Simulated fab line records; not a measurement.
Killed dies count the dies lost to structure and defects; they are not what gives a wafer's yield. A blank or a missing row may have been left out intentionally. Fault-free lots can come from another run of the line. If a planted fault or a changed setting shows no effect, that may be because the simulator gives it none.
Matching of chambers ; flow gf180mcu ; GF_V4_CMP_26 on cmp-02 has 4 sister chambers
The step polishes, stops on SiO2, t overpolish 15 s, target thk 0 nm. 8 wafers are shown with their chamber, then 12 later ones without.

## WAFERS, EACH WITH ITS CHAMBER
wafer;chamber;motor-current-A (A);time-to-endpoint-s (s)
L082.1;3;10.3;72
L083.1;3;10.1;82
L083.2;0;9.7;79
L085.3;1;11.1;81
L085.5;2;10.8;84
L086.4;0;9.8;81
L086.5;2;10.8;85
L086.6;1;10.6;80

## WAFERS WHOSE CHAMBER IS MISSING
wafer;motor-current-A (A);time-to-endpoint-s (s)
L088.1;9.0;82
L088.4;11.3;85
L088.5;9.6;84
L089.1;9.4;83
L089.4;11.0;86
L089.5;10.1;82
L096.2;9.9;85
L096.3;11.0;87
L096.5;11.6;87
L097.1;8.9;81
L097.3;10.9;83
L097.5;10.5;80

## THE CHAMBER EACH PASSED THROUGH
wafer;from the rows above;in truth
L088.1;0;0
L088.4;can't be placed: 2 or 1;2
L088.5;0;0
L089.1;0;0
L089.4;can't be placed: 2 or 1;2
L089.5;can't be placed: 3 or 0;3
L096.2;can't be placed: 0 or 3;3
L096.3;can't be placed: 2 or 1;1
L096.5;can't be placed: 2 or 1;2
L097.1;0;0
L097.3;can't be placed: 2 or 1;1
L097.5;can't be placed: 3 or 1 or 2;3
4 of 12 placed correctly. Can't be placed from these rows: 8 (the true chamber is among the candidates in 8). Placed wrongly: 0.
How it was worked out, from the rows above alone: a wafer's distance from a chamber is the root of the sum, over the readings, of the square of ((its reading less the chamber's mean) divided by the reading's scatter). If the next closest chamber is less than 2 further off than the closest, the wafer can't be placed; otherwise it belongs to the closest. Each chamber's mean is taken over the wafers shown for it. How the scatter is found: for the shown wafers, subtract from each reading the mean of its chamber, square and add these, divide the total by (wafers less chambers), then take the root.
